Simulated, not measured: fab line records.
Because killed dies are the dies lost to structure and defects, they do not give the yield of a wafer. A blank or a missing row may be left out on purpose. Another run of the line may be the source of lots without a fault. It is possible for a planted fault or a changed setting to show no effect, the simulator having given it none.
What tool caused it? / flow sky130 / 12 lots with 36 wafers sampled at 5 steps, on a route of 708 steps

WHAT EACH GAUGE READ, for each wafer
The record holds no reading of a measuring or inspecting step that can be judged against a usual standard deviation.

EACH LOT AND THE TOOL THAT RAN IT (in order: tool; ch and the chambers of the sampled wafers; start)
lot=L762; SKY_RES_XHIGH_STRIP_08=plasma-asher-04 ch 0,1, day 29 02:03; SKY_CONTACT_CMP_04=cmp-01 ch 0,2,3, day 32 18:29; SKY_VIA2_SPUTTER_20=pvd-sputter-01, day 38 10:19; SKY_CAPM_SPUTTER_02=pvd-sputter-03, day 38 11:14; SKY_PAD_OPEN_PROBE_99=-
lot=L764; SKY_RES_XHIGH_STRIP_08=plasma-asher-02 ch 0,1, day 29 05:54; SKY_CONTACT_CMP_04=cmp-02 ch 0,1,2, day 32 21:49; SKY_VIA2_SPUTTER_20=pvd-sputter-03, day 38 15:46; SKY_CAPM_SPUTTER_02=pvd-sputter-01, day 38 16:40; SKY_PAD_OPEN_PROBE_99=-
lot=L763; SKY_RES_XHIGH_STRIP_08=plasma-asher-02 ch 1, day 29 20:39; SKY_CONTACT_CMP_04=cmp-01 ch 0,1, day 33 09:41; SKY_VIA2_SPUTTER_20=pvd-sputter-01, day 39 01:12; SKY_CAPM_SPUTTER_02=pvd-sputter-04, day 39 02:16; SKY_PAD_OPEN_PROBE_99=-
lot=L766; SKY_RES_XHIGH_STRIP_08=plasma-asher-04 ch 0,1, day 30 09:15; SKY_CONTACT_CMP_04=cmp-02 ch 0,2, day 33 22:35; SKY_VIA2_SPUTTER_20=pvd-sputter-02, day 39 17:16; SKY_CAPM_SPUTTER_02=pvd-sputter-04, day 39 18:41; SKY_PAD_OPEN_PROBE_99=prober-01, day 48 12:10
lot=L768; SKY_RES_XHIGH_STRIP_08=plasma-asher-04 ch 0,1, day 30 19:20; SKY_CONTACT_CMP_04=cmp-02 ch 0,1, day 34 06:02; SKY_VIA2_SPUTTER_20=pvd-sputter-03, day 39 22:30; SKY_CAPM_SPUTTER_02=pvd-sputter-01, day 39 23:25; SKY_PAD_OPEN_PROBE_99=prober-01, day 48 17:44
lot=L767; SKY_RES_XHIGH_STRIP_08=plasma-asher-04 ch 0,1, day 30 21:09; SKY_CONTACT_CMP_04=cmp-02 ch 0,1,3, day 34 08:22; SKY_VIA2_SPUTTER_20=pvd-sputter-03, day 39 23:28; SKY_CAPM_SPUTTER_02=pvd-sputter-01, day 40 00:22; SKY_PAD_OPEN_PROBE_99=prober-02, day 48 18:12
lot=L769; SKY_RES_XHIGH_STRIP_08=plasma-asher-04 ch 0,1, day 32 04:44; SKY_CONTACT_CMP_04=cmp-02 ch 0,1, day 35 14:50; SKY_VIA2_SPUTTER_20=pvd-sputter-03, day 41 03:52; SKY_CAPM_SPUTTER_02=pvd-sputter-01, day 41 04:49; SKY_PAD_OPEN_PROBE_99=-
lot=L770; SKY_RES_XHIGH_STRIP_08=plasma-asher-03 ch 0,1, day 32 05:20; SKY_CONTACT_CMP_04=cmp-01 ch 0,1,3, day 35 16:12; SKY_VIA2_SPUTTER_20=pvd-sputter-02, day 41 04:31; SKY_CAPM_SPUTTER_02=pvd-sputter-04, day 41 05:36; SKY_PAD_OPEN_PROBE_99=-
lot=L771; SKY_RES_XHIGH_STRIP_08=plasma-asher-04 ch 0,1, day 32 07:12; SKY_CONTACT_CMP_04=cmp-02 ch 1,3, day 35 19:26; SKY_VIA2_SPUTTER_20=pvd-sputter-02, day 41 06:41; SKY_CAPM_SPUTTER_02=pvd-sputter-03, day 41 07:37; SKY_PAD_OPEN_PROBE_99=prober-02, day 49 17:56
lot=L776; SKY_RES_XHIGH_STRIP_08=plasma-asher-04 ch 0,1, day 32 22:29; SKY_CONTACT_CMP_04=cmp-01 ch 0,2,3, day 36 10:28; SKY_VIA2_SPUTTER_20=pvd-sputter-02, day 41 21:30; SKY_CAPM_SPUTTER_02=pvd-sputter-04, day 41 22:25; SKY_PAD_OPEN_PROBE_99=prober-02, day 50 03:31
lot=L778; SKY_RES_XHIGH_STRIP_08=plasma-asher-04 ch 0,1, day 33 02:24; SKY_CONTACT_CMP_04=cmp-02 ch 1,3, day 36 13:20; SKY_VIA2_SPUTTER_20=pvd-sputter-02, day 42 00:48; SKY_CAPM_SPUTTER_02=pvd-sputter-01, day 42 01:43; SKY_PAD_OPEN_PROBE_99=prober-02, day 50 07:07
lot=L781; SKY_RES_XHIGH_STRIP_08=plasma-asher-03 ch 0,1, day 34 03:12; SKY_CONTACT_CMP_04=cmp-01 ch 0,1,3, day 37 14:17; SKY_VIA2_SPUTTER_20=pvd-sputter-01, day 42 23:16; SKY_CAPM_SPUTTER_02=pvd-sputter-04, day 43 00:10; SKY_PAD_OPEN_PROBE_99=prober-01, day 50 21:06
- SKY_RES_XHIGH_STRIP_08: strips in O2/N2.
- SKY_CONTACT_CMP_04: polishes SiO2.
- SKY_VIA2_SPUTTER_20: material TiN, target thk 20 nm, time 80 s.
- SKY_CAPM_SPUTTER_02: material TiN, target thk 200 nm, time 166.7 s.
- SKY_PAD_OPEN_PROBE_99

AS READ BY THE TOOLS THEMSELVES (means over the sampled wafers that have a number; for cases with no such wafer, the mark the record gives instead)
SKY_RES_XHIGH_STRIP_08.
lot=L762; tool=plasma-asher-04; drypump-motor-current-A (A)=5.7; oes-product-au (a.u.)=0.711; strip-time-to-endpoint-s (s)=14.21
lot=L764; tool=plasma-asher-02; drypump-motor-current-A (A)=5.5; oes-product-au (a.u.)=0.709; strip-time-to-endpoint-s (s)=14.27
lot=L763; tool=plasma-asher-02; drypump-motor-current-A (A)=5.9; oes-product-au (a.u.)=0.712; strip-time-to-endpoint-s (s)=14.26
lot=L766; tool=plasma-asher-04; drypump-motor-current-A (A)=5.5; oes-product-au (a.u.)=0.712; strip-time-to-endpoint-s (s)=14.22
lot=L768; tool=plasma-asher-04; drypump-motor-current-A (A)=5.5; oes-product-au (a.u.)=0.711; strip-time-to-endpoint-s (s)=14.27
lot=L767; tool=plasma-asher-04; drypump-motor-current-A (A)=5.7; oes-product-au (a.u.)=0.705; strip-time-to-endpoint-s (s)=14.30
lot=L769; tool=plasma-asher-04; drypump-motor-current-A (A)=5.7; oes-product-au (a.u.)=0.712; strip-time-to-endpoint-s (s)=14.27
lot=L770; tool=plasma-asher-03; drypump-motor-current-A (A)=5.9; oes-product-au (a.u.)=0.710; strip-time-to-endpoint-s (s)=14.31
lot=L771; tool=plasma-asher-04; drypump-motor-current-A (A)=5.5; oes-product-au (a.u.)=0.712; strip-time-to-endpoint-s (s)=14.31
lot=L776; tool=plasma-asher-04; drypump-motor-current-A (A)=5.5; oes-product-au (a.u.)=0.711; strip-time-to-endpoint-s (s)=14.24
lot=L778; tool=plasma-asher-04; drypump-motor-current-A (A)=5.5; oes-product-au (a.u.)=0.708; strip-time-to-endpoint-s (s)=14.33
lot=L781; tool=plasma-asher-03; drypump-motor-current-A (A)=6.0; oes-product-au (a.u.)=0.715; strip-time-to-endpoint-s (s)=14.31

SKY_CONTACT_CMP_04.
lot=L762; tool=cmp-01; motor-current-A (A)=10.5; time-to-endpoint-s (s)=75
lot=L764; tool=cmp-02; motor-current-A (A)=12.4; time-to-endpoint-s (s)=80
lot=L763; tool=cmp-01; motor-current-A (A)=9.7; time-to-endpoint-s (s)=84
lot=L766; tool=cmp-02; motor-current-A (A)=13.4; time-to-endpoint-s (s)=82
lot=L768; tool=cmp-02; motor-current-A (A)=11.1; time-to-endpoint-s (s)=78
lot=L767; tool=cmp-02; motor-current-A (A)=11.8; time-to-endpoint-s (s)=83
lot=L769; tool=cmp-02; motor-current-A (A)=11.3; time-to-endpoint-s (s)=81
lot=L770; tool=cmp-01; motor-current-A (A)=10.5; time-to-endpoint-s (s)=83
lot=L771; tool=cmp-02; motor-current-A (A)=12.0; time-to-endpoint-s (s)=84
lot=L776; tool=cmp-01; motor-current-A (A)=10.3; time-to-endpoint-s (s)=80
lot=L778; tool=cmp-02; motor-current-A (A)=11.5; time-to-endpoint-s (s)=82
lot=L781; tool=cmp-01; motor-current-A (A)=10.4; time-to-endpoint-s (s)=80

SKY_VIA2_SPUTTER_20.
lot=L762; tool=pvd-sputter-01; chamber-pressure-pa (Pa)=4.985; throttle-valve-pct (%)=29.1
lot=L764; tool=pvd-sputter-03; chamber-pressure-pa (Pa)=4.998; throttle-valve-pct (%)=30.1
lot=L763; tool=pvd-sputter-01; chamber-pressure-pa (Pa)=5.002; throttle-valve-pct (%)=29.7
lot=L766; tool=pvd-sputter-02; chamber-pressure-pa (Pa)=4.992; throttle-valve-pct (%)=31.3
lot=L768; tool=pvd-sputter-03; chamber-pressure-pa (Pa)=5.001; throttle-valve-pct (%)=30.1
lot=L767; tool=pvd-sputter-03; chamber-pressure-pa (Pa)=5.003; throttle-valve-pct (%)=30.7
lot=L769; tool=pvd-sputter-03; chamber-pressure-pa (Pa)=5.004; throttle-valve-pct (%)=29.6
lot=L770; tool=pvd-sputter-02; chamber-pressure-pa (Pa)=5.003; throttle-valve-pct (%)=31.4
lot=L771; tool=pvd-sputter-02; chamber-pressure-pa (Pa)=4.997; throttle-valve-pct (%)=30.7
lot=L776; tool=pvd-sputter-02; chamber-pressure-pa (Pa)=4.984; throttle-valve-pct (%)=31.2
lot=L778; tool=pvd-sputter-02; chamber-pressure-pa (Pa)=5.007; throttle-valve-pct (%)=31.8
lot=L781; tool=pvd-sputter-01; chamber-pressure-pa (Pa)=5.000; throttle-valve-pct (%)=29.0

SKY_CAPM_SPUTTER_02.
lot=L762; tool=pvd-sputter-03; chamber-pressure-pa (Pa)=0.4005; throttle-valve-pct (%)=30.8
lot=L764; tool=pvd-sputter-01; chamber-pressure-pa (Pa)=0.4007; throttle-valve-pct (%)=29.5
lot=L763; tool=pvd-sputter-04; chamber-pressure-pa (Pa)=0.4008; throttle-valve-pct (%)=29.9
lot=L766; tool=pvd-sputter-04; chamber-pressure-pa (Pa)=0.4004; throttle-valve-pct (%)=30.3
lot=L768; tool=pvd-sputter-01; chamber-pressure-pa (Pa)=0.3994; throttle-valve-pct (%)=29.3
lot=L767; tool=pvd-sputter-01; chamber-pressure-pa (Pa)=0.4001; throttle-valve-pct (%)=29.8
lot=L769; tool=pvd-sputter-01; chamber-pressure-pa (Pa)=0.4011; throttle-valve-pct (%)=29.5
lot=L770; tool=pvd-sputter-04; chamber-pressure-pa (Pa)=0.3999; throttle-valve-pct (%)=30.1
lot=L771; tool=pvd-sputter-03; chamber-pressure-pa (Pa)=0.4000; throttle-valve-pct (%)=30.0
lot=L776; tool=pvd-sputter-04; chamber-pressure-pa (Pa)=0.4355; throttle-valve-pct (%)=28.9
lot=L778; tool=pvd-sputter-01; chamber-pressure-pa (Pa)=0.3999; throttle-valve-pct (%)=29.6
lot=L781; tool=pvd-sputter-04; chamber-pressure-pa (Pa)=0.4350; throttle-valve-pct (%)=28.9

SKY_PAD_OPEN_PROBE_99.
lot=L766; tool=prober-01; defect-limited-yield (%)=84.1; killed_at_M0_to_M3=37; killed_at_M4_up=2.3; killed-at-contacts=21; killed-at-front-end=18; killed-at-other=0.0; killed-dies=78; killed-open=46; killed-short=32; sort_bin_3_pad_short (%)=0.3; sort_bin_5_function (%)=9.8; sort_bin_6_memory (%)=5.8; sort-n-pass=414; sort-yield-pct (%)=84.1
lot=L768; tool=prober-01; defect-limited-yield (%)=82.8; killed_at_M0_to_M3=36; killed_at_M4_up=3.0; killed-at-contacts=30; killed-at-front-end=16; killed-at-other=0.3; killed-dies=85; killed-open=48; killed-short=36; sort_bin_3_pad_short (%)=0.9; sort_bin_5_function (%)=10.3; sort_bin_6_memory (%)=6.0; sort-n-pass=407; sort-yield-pct (%)=82.8
lot=L767; tool=prober-02; defect-limited-yield (%)=80.8; killed_at_M0_to_M3=50; killed_at_M4_up=4.3; killed-at-contacts=29; killed-at-front-end=12; killed-at-other=0.0; killed-dies=95; killed-open=53; killed-short=42; sort_bin_3_pad_short (%)=0.9; sort_bin_5_function (%)=10.2; sort_bin_6_memory (%)=8.0; sort-n-pass=397; sort-yield-pct (%)=80.8
lot=L771; tool=prober-02; defect-limited-yield (%)=81.7; killed_at_M0_to_M3=49; killed_at_M4_up=1.7; killed-at-contacts=22; killed-at-front-end=17; killed-at-other=0.3; killed-dies=90; killed-open=51; killed-short=39; sort_bin_3_pad_short (%)=0.5; sort_bin_5_function (%)=11.5; sort_bin_6_memory (%)=6.2; sort-n-pass=402; sort-yield-pct (%)=81.7
lot=L776; tool=prober-02; defect-limited-yield (%)=81.4; killed_at_M0_to_M3=47; killed_at_M4_up=2.0; killed-at-contacts=26; killed-at-front-end=16; killed-at-other=0.7; killed-dies=92; killed-open=51; killed-short=40; sort_bin_3_pad_short (%)=1.1; sort_bin_5_function (%)=11.2; sort_bin_6_memory (%)=6.4; sort-n-pass=400; sort-yield-pct (%)=81.4
lot=L778; tool=prober-02; defect-limited-yield (%)=83.5; killed_at_M0_to_M3=41; killed_at_M4_up=2.3; killed-at-contacts=21; killed-at-front-end=16; killed-at-other=0.3; killed-dies=81; killed-open=45; killed-short=36; sort_bin_3_pad_short (%)=0.7; sort_bin_5_function (%)=8.9; sort_bin_6_memory (%)=6.8; sort-n-pass=411; sort-yield-pct (%)=83.5
lot=L781; tool=prober-01; defect-limited-yield (%)=83.5; killed_at_M0_to_M3=44; killed_at_M4_up=2.0; killed-at-contacts=21; killed-at-front-end=14; killed-at-other=0.3; killed-dies=81; killed-open=41; killed-short=40; sort_bin_3_pad_short (%)=1.0; sort_bin_5_function (%)=9.7; sort_bin_6_memory (%)=5.7; sort-n-pass=411; sort-yield-pct (%)=83.5

THE ANSWER, worked out from the rows above alone
Rule: usual is defined by the lots themselves. Put in order of their means at a reading, lots are off if they are a third of the lots or fewer, leave a main group of 4 or more, and stand apart from it by a gap of 3 or more times the standard deviation of the main group's means; of several such gaps the widest counts. Not used: any main group whose means are identical at the precision the tables above print for the reading. Also off: a lot with no number at a reading for which 4 or more lots have one. All remaining lots with rows at the step are treated as sound. The gauges are gone through in route order, then the tools' own readings, and for those a lot's mean is taken as printed above. The first step at which some lot is off is used, and at that step the reading that is off furthest; a lot without a number counts as furthest.
Off at SKY_CAPM_SPUTTER_02 (chamber-pressure-pa): L776, L781. Main group: mean 0.4003 Pa, sd 0.00049.
A tool fits if, at that step or a process step before it, it ran every lot that is off, and no sound lot after the first of them. 2 tools fit, cmp-01 at SKY_CONTACT_CMP_04 and pvd-sputter-04 at SKY_CAPM_SPUTTER_02, so this cannot tell which one it is.

WHAT THE SIMULATOR HAD PUT IN
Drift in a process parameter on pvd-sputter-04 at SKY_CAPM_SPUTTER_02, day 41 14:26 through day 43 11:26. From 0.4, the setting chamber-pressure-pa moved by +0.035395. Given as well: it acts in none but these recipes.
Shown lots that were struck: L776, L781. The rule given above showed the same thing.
